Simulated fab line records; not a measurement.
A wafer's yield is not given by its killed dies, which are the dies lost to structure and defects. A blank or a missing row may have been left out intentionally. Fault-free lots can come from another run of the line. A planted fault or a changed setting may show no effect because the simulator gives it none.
Which tool did it? ; flow sky130 ; 36 wafers from 12 lots sampled at 6 of the route's 708 steps

WHAT THE GAUGES SHOWED, per wafer
SKY_SPACER_THK_MEAS_01. Usual: SPACER_CVD_00_THK 42.7 nm, standard deviation 0.39.
lot;measured;on;SPACER_CVD_00_THK (nm);flag
L681;day 22 10:02;film metro-03;43.1 43.0 43.0;
L683;day 22 20:58;film metro-02;43.1 43.2 43.2;
L682;day 22 22:09;film metro-02;42.1 41.9 42.2;
L684;day 23 18:46;film metro-03;42.8 43.0 42.4;
L690;day 25 23:48;film metro-02;42.8 42.9 42.7;
L691;day 26 06:32;film metro-02;42.7 43.0 42.9;
L697;day 29 08:07;film metro-02;42.5 42.6 42.7;
L698;day 29 09:41;film metro-04;43.0 43.4 43.5;
L699;day 29 20:46;film metro-03;42.2 42.5 42.7;
L700;day 30 02:46;film metro-04;43.0 43.0 42.8;
L703;day 30 18:17;film metro-04;43.0 42.8 42.8;
L704;day 32 13:38;film metro-04;43.0 43.2 43.0;

SKY_LOCAL_INTERCONNECT_RS_MEAS_01: measurement is done with a four-point probe. Usual: LOCAL_INTERCONNECT_TIN_RS 14.16 ohm/sq, standard deviation 0.14.
lot;measured;on;LOCAL_INTERCONNECT_TIN_RS (ohm/sq);flag
L681;day 28 14:53;film metro-04;14.20 14.24 14.53;
L683;day 29 01:43;film metro-01;13.98 14.06 13.98;
L682;day 29 03:46;film metro-01;14.22 14.13 14.16;
L684;day 29 22:12;film metro-04;14.31 14.34 14.16;
L690;day 32 01:51;film metro-04;14.04 14.08 14.06;
L691;day 32 07:01;film metro-02;14.21 13.98 14.32;
L697;day 35 03:46;film metro-04;- - -;OFF
L698;day 35 07:13;film metro-02;- - -;OFF
L699;day 35 16:20;film metro-01;- - -;OFF
L700;day 35 21:10;film metro-04;14.15 13.93 14.08;
L703;day 36 11:58;film metro-02;14.01 14.00 13.86;
L704;day 38 04:31;film metro-01;14.33 14.10 14.13;

SKY_LOCAL_INTERCONNECT_THK_MEAS_02: measures by xrf. Usual: LOCAL_INTERCONNECT_TIN_THK 98.5 nm, standard deviation 1.1.
lot;measured;on;LOCAL_INTERCONNECT_TIN_THK (nm);flag
L681;day 28 15:01;film metro-04;98.8 98.2 96.2;
L683;day 29 01:49;film metro-01;99.7 99.9 100.0;
L682;day 29 03:53;film metro-01;98.4 98.9 98.6;
L684;day 29 22:19;film metro-04;97.7 97.3 98.9;
L690;day 32 01:58;film metro-04;99.1 99.0 99.4;
L691;day 32 07:08;film metro-02;97.0 98.8 96.7;
L697;day 35 03:53;film metro-04;<0.0 <0.0 <0.0;OFF
L698;day 35 07:19;film metro-02;<0.0 <0.0 <0.0;OFF
L699;day 35 16:26;film metro-01;<0.0 <0.0 <0.0;OFF
L700;day 35 21:16;film metro-04;99.3 100.3 99.8;
L703;day 36 12:05;film metro-02;99.5 99.6 100.7;
L704;day 38 04:38;film metro-01;97.2 98.5 98.7;

SKY_LOCAL_INTERCONNECT_CD_MEAS_11 targets a cd of 170 nm. Usual: 170.1 nm for cd nm, sd 1.7.
lot;measured;on;cd nm (nm);flag
L681;day 29 18:02;cd sem-01;169.2 171.4 171.9;
L683;day 30 05:30;cd sem-01;171.2 170.2 171.1;
L682;day 30 08:17;cd sem-02;172.2 172.4 172.1;
L684;day 31 02:38;cd sem-02;173.0 171.5 172.5;
L690;day 33 03:53;cd sem-01;170.7 168.8 170.2;
L691;day 33 09:40;cd sem-02;170.9 171.2 172.1;
L697;day 36 05:13;cd sem-02;170.4 169.1 168.5;
L698;day 36 10:05;cd sem-01;170.7 170.3 170.0;
L699;day 36 18:01;cd sem-02;173.1 171.3 171.1;
L700;day 36 22:55;cd sem-02;169.6 169.3 170.1;
L703;day 37 14:35;cd sem-01;169.5 167.7 167.2;
L704;day 39 06:16;cd sem-01;168.6 167.7 168.3;

SKY_CONTACT_OVL_MEAS_15. Usual: CONTACT_OVL -1 nm, standard deviation 6.
lot;measured;on;CONTACT_OVL (nm);flag
L681;day 30 23:58;overlay-02;-8 -4 -5;
L683;day 31 11:26;overlay-02;-4 -2 8;
L682;day 31 14:14;overlay-02;0 5 -2;
L684;day 32 07:31;overlay-02;3 -4 0;
L690;day 34 07:41;overlay-01;2 -1 -3;
L691;day 34 14:55;overlay-01;-1 0 -3;
L700;day 38 02:35;overlay-02;-3 -1 2;
L703;day 38 17:46;overlay-01;-8 -7 -7;
L704;day 40 07:28;overlay-01;-4 3 15;

WHICH TOOL RAN EACH LOT (tool, then ch and the chambers of the sampled wafers, then the start)
lot;SKY_LOCAL_INTERCONNECT_SPUTTER_00
L681;pvd sputter-01, day 28 14:50
L683;pvd sputter-01, day 29 01:37
L682;pvd sputter-02, day 29 03:43
L684;pvd sputter-02, day 29 22:08
L690;pvd sputter-03, day 32 01:46
L691;pvd sputter-01, day 32 06:56
L697;pvd sputter-01, day 35 03:42
L698;pvd sputter-01, day 35 07:07
L699;pvd sputter-02, day 35 16:14
L700;pvd sputter-03, day 35 21:04
L703;pvd sputter-03, day 36 11:54
L704;pvd sputter-02, day 38 04:28
- SKY_LOCAL_INTERCONNECT_SPUTTER_00: material TiN, target thk 100 nm, time 83.3 s.

AS READ BY THE TOOLS THEMSELVES (means over the sampled wafers that have a number; for cases with no such wafer, the mark the record gives instead)
SKY_LOCAL_INTERCONNECT_SPUTTER_00. Usual: cathode dc power W 6500.1 W, standard deviation 1.3; chamber pressure pa 0.3999 Pa, standard deviation 0.00092; throttle valve pct 30.0 %, standard deviation 1.
lot;tool;cathode dc power W (W);chamber pressure pa (Pa);throttle valve pct (%);flag
L681;pvd sputter-01;6499.8;0.3989;31.3;
L683;pvd sputter-01;6500.3;0.3992;31.5;
L682;pvd sputter-02;6499.4;0.3998;30.0;
L684;pvd sputter-02;6500.1;0.3996;29.5;
L690;pvd sputter-03;6499.0;0.3994;30.6;
L691;pvd sputter-01;6499.8;0.4003;30.2;
L697;pvd sputter-01;-;-;-;OFF
L698;pvd sputter-01;-;-;-;OFF
L699;pvd sputter-02;-;-;-;OFF
L700;pvd sputter-03;6500.4;0.4005;29.9;
L703;pvd sputter-03;6499.1;0.3996;29.7;
L704;pvd sputter-02;6501.4;0.4012;30.2;

THE ANSWER, worked out from the rows above alone
Rule: a lot is off if the mean of its wafers that have a number lies more than 3 standard deviations from the usual mean. A lot without any number at a reading at which 4 lots or more have one is off too. Any other lot the step has rows for is counted as sound. Order of review: gauges by route order, followed by the tools' own readings, for which a lot's mean as printed above is used. The first step at which some lot is off is used, and at that step the reading that is off furthest; a lot without a number counts as furthest.
Off: L697, L698, L699, at SKY_LOCAL_INTERCONNECT_RS_MEAS_01 (LOCAL_INTERCONNECT_TIN_RS). Without a number there: L697, L698, L699.
If a tool, at a process step before that reading, ran all the lots that are off and no sound lot after the first of them, it fits. The gauges at SKY_LOCAL_INTERCONNECT_RS_MEAS_01 aren't tried: what is off there is off at SKY_LOCAL_INTERCONNECT_SPUTTER_00 too, on other tools, and a gauge's error can't cause that. None of those tried fits.

WHAT THE SIMULATOR HAD PUT IN
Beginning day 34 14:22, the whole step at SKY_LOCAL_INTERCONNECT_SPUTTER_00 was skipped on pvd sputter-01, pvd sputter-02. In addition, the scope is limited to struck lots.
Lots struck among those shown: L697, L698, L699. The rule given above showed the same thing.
